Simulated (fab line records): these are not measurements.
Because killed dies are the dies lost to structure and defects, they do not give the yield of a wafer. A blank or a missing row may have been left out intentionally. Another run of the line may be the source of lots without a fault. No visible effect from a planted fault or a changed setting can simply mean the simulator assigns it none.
Matching of chambers :: flow gf180mcu :: rieDiel-03 running GF_STI_ETCH_13: 4 sister chambers
The step etches the open film in CHF3/O2, stops on Si, target depth 282.31 nm, time 112.9 s. 4 wafers are shown with their chamber, then 7 later ones without.

WAFERS WITH THEIR CHAMBER
wafer: L592.5
chamber: 3
drypumpMotorCurrentA (A): 5.6

wafer: L602.6
chamber: 2
drypumpMotorCurrentA (A): 6.3

wafer: L604.2
chamber: 1
drypumpMotorCurrentA (A): 6.4

wafer: L604.3
chamber: 0
drypumpMotorCurrentA (A): 5.8

WAFERS WHOSE CHAMBER IS MISSING
wafer: L604.5
drypumpMotorCurrentA (A): 5.8

wafer: L606.1
drypumpMotorCurrentA (A): 5.9

wafer: L606.4
drypumpMotorCurrentA (A): 6.4

wafer: L606.6
drypumpMotorCurrentA (A): 6.5

wafer: L609.1
drypumpMotorCurrentA (A): 6.5

wafer: L609.2
drypumpMotorCurrentA (A): 5.8

wafer: L609.5
drypumpMotorCurrentA (A): 5.8

WHICH CHAMBER EACH WENT THROUGH
wafer: L604.5
from the rows above: 0
in truth: 0

wafer: L606.1
from the rows above: 0
in truth: 0

wafer: L606.4
from the rows above: can't be placed: 1 or 2
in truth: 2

wafer: L606.6
from the rows above: can't be placed: 1 or 2
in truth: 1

wafer: L609.1
from the rows above: can't be placed: 1 or 2
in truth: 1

wafer: L609.2
from the rows above: 0
in truth: 0

wafer: L609.5
from the rows above: 0
in truth: 0
Placed correctly: 4 of 7. Cannot be placed on the basis of these rows: 3; the candidates contain the true chamber in 3. Placed wrongly: 0.
How it was worked out, from the rows above alone: a wafer's distance from a chamber is the root of the sum, over the readings, of the square of ((its reading less the chamber's mean) divided by the reading's scatter). If the next closest chamber is less than 2 further off than the closest, the wafer can't be placed; otherwise it belongs to the closest. A chamber's mean is the mean of its shown wafers. The scatter (one wafer shown for each chamber): square how far every hidden wafer sits from the nearest shown wafer, average those squares and take the square root.
